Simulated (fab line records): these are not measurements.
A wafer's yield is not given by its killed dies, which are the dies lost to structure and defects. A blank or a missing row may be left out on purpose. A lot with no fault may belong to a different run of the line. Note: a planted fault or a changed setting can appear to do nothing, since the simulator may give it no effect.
Which of the tools did it? | flow sky130 | 14 lots with 41 wafers sampled at 4 steps, on a route of 708 steps

WHAT EACH GAUGE READ, for each wafer
SKY_SD_P_OVL_MEAS_08. Usual: for SD_P_OVL the level is 0.4 nm and the standard deviation is 1.3.
lot  | measured     | on         | SD_P_OVL (nm)  | flag
L909 | day 25 08:12 | overlay-02 | 1.2 0.7 -0.4   | 
L912 | day 26 21:56 | overlay-01 | -0.7 -0.2 0.3  | 
L913 | day 26 23:10 | overlay-02 | 1.6 0.7 -0.8   | 
L914 | day 27 06:10 | overlay-01 | 2.6 1.6 -0.2   | 
L915 | day 27 15:03 | overlay-02 | 2.4 3.2 0.5    | 
L916 | day 27 22:15 | overlay-02 | 0.8 2.0 1.5    | 
L917 | day 28 14:32 | overlay-02 | 2.8 2.5 2.5    | 
L920 | day 29 19:10 | overlay-01 | -1.4 -0.7      | 
L927 | day 31 14:31 | overlay-01 | -0.5 0.5 0.7   | 
L928 | day 31 16:15 | overlay-02 | -0.6 -0.3 -1.0 | 
L929 | day 31 21:31 | overlay-02 | 1.6 1.8 3.6    | 
L930 | day 32 09:03 | overlay-01 | 1.1 1.4 0.7    | 
L932 | day 32 21:02 | overlay-01 | 0.4 -1.2 -0.6  | 

WHAT TOOL EACH LOT RAN ON (gives the tool, then ch and the chambers of the sampled wafers, and finally the start)
lot  | SKY_FIELD_ISO_ETCH_14            | SKY_FIELD_ISO_ETCH_15            | SKY_FIELD_ISO_STRIP_16
L909 | rieDiel-01 ch 0,1,3, day 2 07:45 | rieDiel-01 ch 0,1,3, day 2 07:47 | plasmaAsher-01 ch 1, day 2 07:51
L912 | rieDiel-01 ch 2,3, day 3 00:45   | rieDiel-01 ch 2,3, day 3 00:47   | plasmaAsher-01 ch 0,1, day 3 00:51
L913 | rieDiel-03 ch 1,2, day 3 01:06   | rieDiel-03 ch 1,2, day 3 01:08   | plasmaAsher-03 ch 0,1, day 3 01:12
L914 | rieDiel-04 ch 0,1,3, day 3 06:39 | rieDiel-04 ch 0,1,3, day 3 06:41 | plasmaAsher-04 ch 0,1, day 3 06:47
L915 | rieDiel-04 ch 1,2,3, day 3 11:11 | rieDiel-04 ch 1,2,3, day 3 11:14 | plasmaAsher-04 ch 0,1, day 3 11:17
L916 | rieDiel-04 ch 2,3, day 3 16:02   | rieDiel-04 ch 2,3, day 3 16:05   | plasmaAsher-01 ch 0,1, day 3 16:08
L917 | rieDiel-03 ch 1,2,3, day 3 23:30 | rieDiel-03 ch 1,2,3, day 3 23:32 | plasmaAsher-04 ch 0,1, day 3 23:36
L920 | rieDiel-04 ch 0,1,2, day 4 16:56 | rieDiel-04 ch 0,1,2, day 4 16:59 | plasmaAsher-04 ch 0,1, day 4 17:02
L923 | rieDiel-04 ch 1,2, day 5 07:21   | rieDiel-04 ch 1,2, day 5 07:23   | plasmaAsher-03 ch 0,1, day 5 07:27
L927 | rieDiel-01 ch 0,2,3, day 6 01:22 | rieDiel-01 ch 0,2,3, day 6 01:24 | plasmaAsher-03 ch 0,1, day 6 01:28
L928 | rieDiel-03 ch 0,1, day 6 06:51   | rieDiel-03 ch 0,1, day 6 06:53   | plasmaAsher-01 ch 0,1, day 6 06:57
L929 | rieDiel-01 ch 0,3, day 6 13:20   | rieDiel-01 ch 0,3, day 6 13:22   | plasmaAsher-04 ch 0,1, day 6 13:26
L930 | rieDiel-03 ch 0,3, day 6 17:46   | rieDiel-03 ch 0,3, day 6 17:48   | plasmaAsher-03 ch 0,1, day 6 17:52
L932 | rieDiel-03 ch 0,2, day 7 04:28   | rieDiel-03 ch 0,2, day 7 04:30   | plasmaAsher-03 ch 1, day 7 04:34
- SKY_FIELD_ISO_ETCH_14: etches BARC in N2/H2, stops on SiO2, time 45.9 s, target depth 60 nm.
- SKY_FIELD_ISO_ETCH_15: etches the open film in CHF3/O2, stops on Si, target depth 180 nm, time 72 s.
- SKY_FIELD_ISO_STRIP_16: strips in O2/N2.

AS READ BY THE TOOLS THEMSELVES (means over the sampled wafers that have a number; for cases with no such wafer, the mark the record gives instead)
SKY_FIELD_ISO_ETCH_14. Usual: drypumpMotorCurrentA 5.7 A, standard deviation 0.52; oesProductAu 0.855 a.u., standard deviation 0.005; runLengthS 74.1 s, standard deviation 0.47; throttleValvePct 13.224 %, standard deviation 0.0099.
lot  | tool       | drypumpMotorCurrentA (A) | oesProductAu (a.u.) | runLengthS (s) | throttleValvePct (%) | flag
L909 | rieDiel-01 | 5.4                      | 0.853               | 73.8           | 13.228               | 
L912 | rieDiel-01 | 6.1                      | 0.860               | 74.0           | 13.225               | 
L913 | rieDiel-03 | 5.7                      | 0.852               | 73.9           | 13.217               | 
L914 | rieDiel-04 | 5.5                      | 0.855               | 74.2           | 13.226               | 
L915 | rieDiel-04 | 5.8                      | 0.860               | 74.0           | 13.232               | 
L916 | rieDiel-04 | 6.0                      | 0.853               | 73.6           | 13.235               | 
L917 | rieDiel-03 | 5.7                      | 0.853               | 74.1           | 13.227               | 
L920 | rieDiel-04 | 5.3                      | 0.893               | 64.7           | 13.237               | OFF
L923 | rieDiel-04 | 5.5                      | 0.997               | 46.3           | 13.238               | OFF
L927 | rieDiel-01 | 5.7                      | 0.852               | 74.0           | 13.217               | 
L928 | rieDiel-03 | 5.7                      | 0.854               | 74.4           | 13.221               | 
L929 | rieDiel-01 | 5.6                      | 0.853               | 73.7           | 13.219               | 
L930 | rieDiel-03 | 5.5                      | 0.854               | 74.3           | 13.226               | 
L932 | rieDiel-03 | 5.5                      | 0.856               | 74.0           | 13.219               | 

SKY_FIELD_ISO_ETCH_15. Usual: drypumpMotorCurrentA 5.6 A, standard deviation 0.52; oesProductAu 0.946 a.u., standard deviation 0.0073; runLengthS 100.2 s, standard deviation 0.41; throttleValvePct 8.843 %, standard deviation 0.0087.
lot  | tool       | drypumpMotorCurrentA (A) | oesProductAu (a.u.) | runLengthS (s) | throttleValvePct (%) | flag
L909 | rieDiel-01 | 5.4                      | 0.949               | 99.8           | 8.852                | 
L912 | rieDiel-01 | 6.1                      | 0.953               | 100.2          | 8.845                | 
L913 | rieDiel-03 | 5.7                      | 0.942               | 100.3          | 8.842                | 
L914 | rieDiel-04 | 5.5                      | 0.947               | 100.1          | 8.848                | 
L915 | rieDiel-04 | 5.7                      | 0.945               | 100.0          | 8.841                | 
L916 | rieDiel-04 | 6.0                      | 0.945               | 99.9           | 8.837                | 
L917 | rieDiel-03 | 5.7                      | 0.940               | 100.3          | 8.835                | 
L920 | rieDiel-04 | 5.2                      | 0.761               | 100.3          | 8.786                | OFF
L923 | rieDiel-04 | 5.5                      | 0.373               | 100.0          | 8.674                | OFF
L927 | rieDiel-01 | 5.7                      | 0.945               | 100.6          | 8.852                | 
L928 | rieDiel-03 | 5.7                      | 0.957               | 100.4          | 8.845                | 
L929 | rieDiel-01 | 5.5                      | 0.950               | 100.1          | 8.845                | 
L930 | rieDiel-03 | 5.4                      | 0.955               | 100.1          | 8.848                | 
L932 | rieDiel-03 | 5.4                      | 0.948               | 100.0          | 8.840                | 

SKY_FIELD_ISO_STRIP_16. Usual: drypumpMotorCurrentA 5.8 A, standard deviation 0.45; oesProductAu 0.378 a.u., standard deviation 0.0048; stripTimeToEndpointS 3.544 s, standard deviation 0.025.
lot  | tool           | drypumpMotorCurrentA (A) | oesProductAu (a.u.) | stripTimeToEndpointS (s) | flag
L909 | plasmaAsher-01 | 6.0                      | 0.375               | 3.553                    | 
L912 | plasmaAsher-01 | 5.7                      | 0.375               | 3.540                    | 
L913 | plasmaAsher-03 | 6.2                      | 0.375               | 3.551                    | 
L914 | plasmaAsher-04 | 5.6                      | 0.378               | 3.546                    | 
L915 | plasmaAsher-04 | 5.6                      | 0.377               | 3.558                    | 
L916 | plasmaAsher-01 | 5.8                      | 0.379               | 3.538                    | 
L917 | plasmaAsher-04 | 5.6                      | 0.376               | 3.530                    | 
L920 | plasmaAsher-04 | 5.6                      | 0.386               | 3.681                    | OFF
L923 | plasmaAsher-03 | 6.0                      | 0.391               | 3.827                    | OFF
L927 | plasmaAsher-03 | 5.8                      | 0.380               | 3.500                    | 
L928 | plasmaAsher-01 | 5.7                      | 0.373               | 3.529                    | 
L929 | plasmaAsher-04 | 5.6                      | 0.380               | 3.539                    | 
L930 | plasmaAsher-03 | 6.2                      | 0.378               | 3.541                    | 
L932 | plasmaAsher-03 | 6.6                      | 0.378               | 3.533                    | 

THE ANSWER, worked out from the rows above alone
Rule: lot off if the mean of its wafers having a number is beyond 3 standard deviations from the usual mean. Also off: a lot with no number at a reading for which 4 or more lots have one. Any other lot the step has rows for is counted as sound. First the gauges in route order, then the tools' own readings, where a lot's mean is used as printed above. The first step at which some lot is off is used, and at that step the reading that is off furthest; a lot without a number counts as furthest.
Off: L920, L923, at SKY_FIELD_ISO_ETCH_14 (runLengthS).
If a tool, at that step or one of the process steps before it, ran each lot that is off and ran no sound lot following the first of them, it fits. One candidate fits, namely rieDiel-04 at SKY_FIELD_ISO_ETCH_14. A fault onset in the window from L916 (day 3 16:02, its last sound lot) to L920 (day 4 16:56, its first lot off) fits.
The tool's own readings at SKY_FIELD_ISO_ETCH_14 bear it out: on the lots that are off they differ by more than 5 times the standard deviation of the sound lots' means. oesProductAu reads 0.945 a.u. there against 0.855 a.u. on the sound lots; runLengthS reads 55.5 s there against 74.0 s on the sound lots.

WHAT HAD BEEN PUT IN BY THE SIMULATOR
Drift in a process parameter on rieDiel-04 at SKY_FIELD_ISO_ETCH_14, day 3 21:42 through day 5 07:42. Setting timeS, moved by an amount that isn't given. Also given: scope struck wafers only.
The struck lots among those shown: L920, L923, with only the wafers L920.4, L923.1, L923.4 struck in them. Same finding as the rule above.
